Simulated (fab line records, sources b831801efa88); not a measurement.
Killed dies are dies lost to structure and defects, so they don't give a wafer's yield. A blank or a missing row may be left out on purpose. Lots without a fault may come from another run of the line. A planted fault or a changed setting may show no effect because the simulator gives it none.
fab line records | flow sky130
record lots=6 wafers=18 last_day=48
route steps=708 shown LDD_LDN@302 SPACER@304 POLY_CUT@307
lots that met no fault: from a run of the same line without faults
start_h: hours from the record's first day to the start of the lot's first wafer shown | wait_h: hours since the lot's step before | " the same as in the row above | L1.1+2: a row that stands for several wafers | - no value, or no start given | * or withheld: withheld | < > ~ a bound
route shown NAME@n: a module of which the file shows steps, and the number in the route of the first | usual: mean/standard deviation of fault-free wafers | same: alike in all rows | chamber/n: place in a boat | sites: the reading at each site | _std_site: their standard deviation | _edge_site: outer sites' mean less inner sites' | radius_mm: how far each site lies from the wafer's centre | mask NAME#n: copy n | behind: the tool/chamber that last shaped the wafer | hold: why the lot was held/for how many hours/how that ended | device: the transistor (n, p or np) that didn't switch | end of line: the same wafers' tests at the end of the route | a step without rows: its recipe alone | killed: dies lost to structure and defects at the first sort, not the wafer's yield | map: a wafer's dies, x killed, . not, _ none there
set.NAME: the setting as run; set.NAME@STEP: as run at that earlier step | model.NAME: the simulator's own value behind a step, which no gauge read
lots at some steps of the route; a table a step, a row a wafer
services: from which hour (start_h, from the record's first day; less than 0 if before it) a tool's chamber was out of use, for how many hours, and why
## steps
# step SKY_LDD_LDN_TW_MEAS_13
# usual LDD_LDN_TW=1464/8.3
# columns lot.wafer tool chamber start_h wait_h LDD_LDN_TW
L855.2 film_metro-01 - 541.86 0.1 1466
L855.4 " - " " 1470
L855.5 " - " " 1465
L862.1 film_metro-04 - 635.50 0.1 1470
L862.2 " - " " 1470
L862.4 " - " " 1466
L864.3 film_metro-03 - 650.87 0.1 1451
L864.4 " - " " 1446
L864.5 " - " " 1446
L866.1 film_metro-03 - 658.10 0.1 1452
L866.3 " - " " 1457
L866.5 " - " " 1453
L872.3 film_metro-03 - 693.42 0.1 1458
L872.4 " - " " 1461
L872.5 " - " " 1461
L873.3 film_metro-01 - 699.27 0.1 1464
L873.5 " - " " 1463
L873.6 " - " " 1466
# step SKY_LDD_LDN_CLEAN_14
# recipe chemistry=SC1/SC2 mix=1:4:20 temp_c=70 time_s=150 dry=n2_spin
# step SKY_SPACER_CVD_00
# recipe material=Si3N4 precursor=DCS/NH3 target_thk_nm=43.1 temp_c=770 time_s=740 pressure_mtorr=250
# step SKY_SPACER_THK_MEAS_01
# recipe reads=Si3N4_of_SPACER_CVD_00
# usual SPACER_CVD_00_THK=43.2/0.37
# columns lot.wafer tool chamber start_h wait_h SPACER_CVD_00_THK[nm]
L855.2 film_metro-02 - 543.38 0.0 43.6
L855.4 " - " " 43.5
L855.5 " - " " 43.3
L862.1 film_metro-02 - 638.21 0.0 43.0
L862.2 " - " " 43.2
L862.4 " - " " 43.3
L864.3 film_metro-02 - 652.39 0.0 43.0
L864.4 " - " " 43.1
L864.5 " - " " 43.0
L866.1 film_metro-02 - 659.41 0.0 43.7
L866.3 " - " " 43.3
L866.5 " - " " 43.4
L872.3 film_metro-04 - 695.53 0.0 43.0
L872.4 " - " " 43.2
L872.5 " - " " 43.0
L873.3 film_metro-04 - 701.34 0.0 42.7
L873.5 " - " " 42.9
L873.6 " - " " 42.8
# step SKY_SPACER_ETCHBACK_02
# recipe chemistry=CH3F/O2 target=Si3N4 stop_on=SiO2 source_w=400 bias_w=80 pressure_mtorr=25 ch3f_flow_sccm=40 O2_flow_sccm=30 time_s=46.7 target_depth_a=450
# usual O2_flow_sccm=30.00/0.094 drypump_motor_current_A=5.8/0.33 oes_product_au=0.855/0.0058 throttle_valve_pct=10.562/0.0088
# columns lot.wafer tool chamber start_h wait_h O2_flow_sccm drypump_motor_current_A oes_product_au rf_hours_counter_h throttle_valve_pct
L855.2 rie_diel-01 1 543.43 0.0 29.87 6.0 0.858 38 10.568
L855.4 " 2 " " 30.03 6.0 0.865 6 10.567
L855.5 " 3 " " 30.03 6.3 0.854 - 10.557
L862.1 rie_diel-02 1 638.27 0.1 30.07 5.5 0.858 9 10.554
L862.2 " 0 " " 30.08 5.7 0.848 4 10.548
L862.4 " 3 " " 30.11 5.0 0.859 42 10.557
L864.3 rie_diel-02 3 652.43 0.0 30.09 5.0 0.862 42 10.566
L864.4 " 2 " " 29.90 5.8 0.856 1 10.568
L864.5 " 2 " " 30.09 5.8 0.849 - 10.556
L866.1 rie_diel-01 1 659.47 0.1 30.07 6.0 0.864 40 10.551
L866.3 " 0 " " 29.99 5.6 0.853 7 10.562
L866.5 " 0 " " 30.01 5.6 0.845 - 10.563
L872.3 rie_diel-03 1 695.57 0.0 29.92 6.0 0.857 9 10.556
L872.4 " 2 " " 29.98 5.9 0.858 14 10.554
L872.5 " 3 " " 29.97 6.0 0.854 - 10.572
L873.3 rie_diel-03 2 701.38 0.0 29.89 5.9 0.851 14 10.565
L873.5 " 3 " " 30.09 6.0 0.853 - 10.564
L873.6 " 0 " " 29.96 5.5 0.844 - 10.559
# step SKY_POLY_CUT_DEHYDRATE_00
# recipe temp_c=200 time_s=60
# step SKY_POLY_CUT_HMDS_01
# recipe prime_time_s=60 prime_temp_c=120
# step SKY_POLY_CUT_COAT_02
# recipe resist=BARC temp_c=withheld time_s=withheld spin_rpm=3000 resist_thk_nm=60
# step SKY_POLY_CUT_COAT_03
# recipe resist=KrF-thick spin_rpm=3000 resist_thk_nm=450
# step SKY_POLY_CUT_SOFTBAKE_04
# recipe temp_c=100 time_s=90 resist=KrF-thick
# step SKY_POLY_CUT_EXPOSE_05
# recipe mask_id=NPCM na=0.8 source_shape=annular sigma_inner=0.55 sigma_outer=0.85 target_cd_nm=270 dose_mj=32
# step SKY_POLY_CUT_PEB_06
# recipe peb_temp_c=withheld peb_time_s=withheld resist=KrF-thick
# step SKY_POLY_CUT_DEVELOP_07
# recipe develop_time_s=60 resist=KrF-thick dev_temp_c=21
# usual chill_plate_temp_C=23.00/0.11 develop_time_s=60/0
# columns lot.wafer tool chamber start_h wait_h chill_plate_temp_C develop_time_s model.KrF-thick_of_POLY_CUT_COAT_03.thk_nm
L855.2 litho_track-02 0 573 - 22.96 60 435.8
L855.4 " 0 " " 22.81 60 437.4
L855.5 " 0 " " 22.99 60 435.7
L862.1 litho_track-02 0 666 - 23.15 60 435.2
L862.2 " 0 " " 23.03 60 435.8
L862.4 " 0 " " 23.07 60 434.4
L864.3 litho_track-02 0 680 - 22.98 60 435
L864.4 " 0 " " 23.13 60 434.4
L864.5 " 0 " " 23.03 60 435.2
L866.1 litho_track-04 0 686 - 23.00 60 435.6
L866.3 " 0 " " 22.88 60 434.6
L866.5 " 0 " " 22.94 60 436.6
L872.3 litho_track-01 - 723 - - - 449.9
L872.4 " - " " - - 449.1
L872.5 " - " " - - 448.7
L873.3 litho_track-04 - 728 - - - 448.8
L873.5 " - " " - - 449.1
L873.6 " - " " - - 446.7
# step SKY_POLY_CUT_CD_MEAS_08
# recipe target_cd_nm=270
# usual cd_nm=270.0/1.6
# columns lot.wafer tool chamber start_h wait_h cd_nm
L855.2 cd_sem-02 - 573.89 - 266.5
L855.4 " - " " 267.4
L855.5 " - " " 265.9
L862.1 cd_sem-02 - 666.52 - 270.2
L862.2 " - " " 270.3
L862.4 " - " " 270.0
L864.3 cd_sem-02 - 680.26 - 272.2
L864.4 " - " " 272.4
L864.5 " - " " 272.9
L866.1 cd_sem-02 - 686.80 - 269.1
L866.3 " - " " 267.7
L866.5 " - " " 269.4
L872.3 cd_sem-01 - 723.66 - -
L872.4 " - " " -
L872.5 " - " " -
L873.3 cd_sem-01 - 728.84 - -
L873.5 " - " " -
L873.6 " - " " -
## services
# columns tool chamber start_h hours kind
rie_diel-02 0 531.18 7.0 repair
rie_diel-02 1 542.41 3.3 repair
rie_diel-02 3 554.44 8.7 repair
litho_track-01 - 555.43 - consumable_replace:filter
rie_diel-02 2 563.15 - clean
rie_diel-02 2 563.15 15.5 scheduled_down
rie_diel-02 2 563.15 15.5 vent_cycle
rie_diel-02 3 582.88 3.7 repair
rie_diel-01 0 637.50 14.2 repair
rie_diel-03 3 669.68 14.2 repair
rie_diel-02 0 675.93 15.2 repair
rie_diel-03 1 714.84 3.3 repair
## key
first_sign step=SKY_POLY_CUT_DEVELOP_07 reading=tool_record direction=missing
effect none on later readings
model_effect step=SKY_POLY_CUT_DEVELOP_07 value=KrF-thick_of_POLY_CUT_COAT_03.thk_nm without=434.6 struck=448.7
met_at SKY_POLY_CUT_DEVELOP_07
struck_wafers L872.3,L872.4,L872.5,L873.3,L873.5,L873.6
later_rows_left_out L872.3,L872.4,L872.5,L873.3,L873.5,L873.6
sort_left_out L872.3,L872.4,L872.5,L873.3,L873.5,L873.6
tester_left_out L872,L873
onset_between 686 723
fault kind=skipped_step_whole tool=litho_track-01,litho_track-04 chamber=- onset_h=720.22 steps=SKY_POLY_CUT_DEVELOP_07 scope=struck_lots_only
# tester_left_out: of these lots the tester's yield and bins aren't shown, on N5 and GAA mostly nor the transistor test; their killed dies are dies lost to structure and defects alone, not to doping, threshold or leakage, so they don't give the yield
# sort_left_out: the simulated sort isn't trusted on such a fault, so these wafers' sort isn't shown, and their yield isn't known
# later_rows_left_out: the simulator's readings of these wafers behind a module that went badly wrong aren't trusted and aren't shown, but for the sort
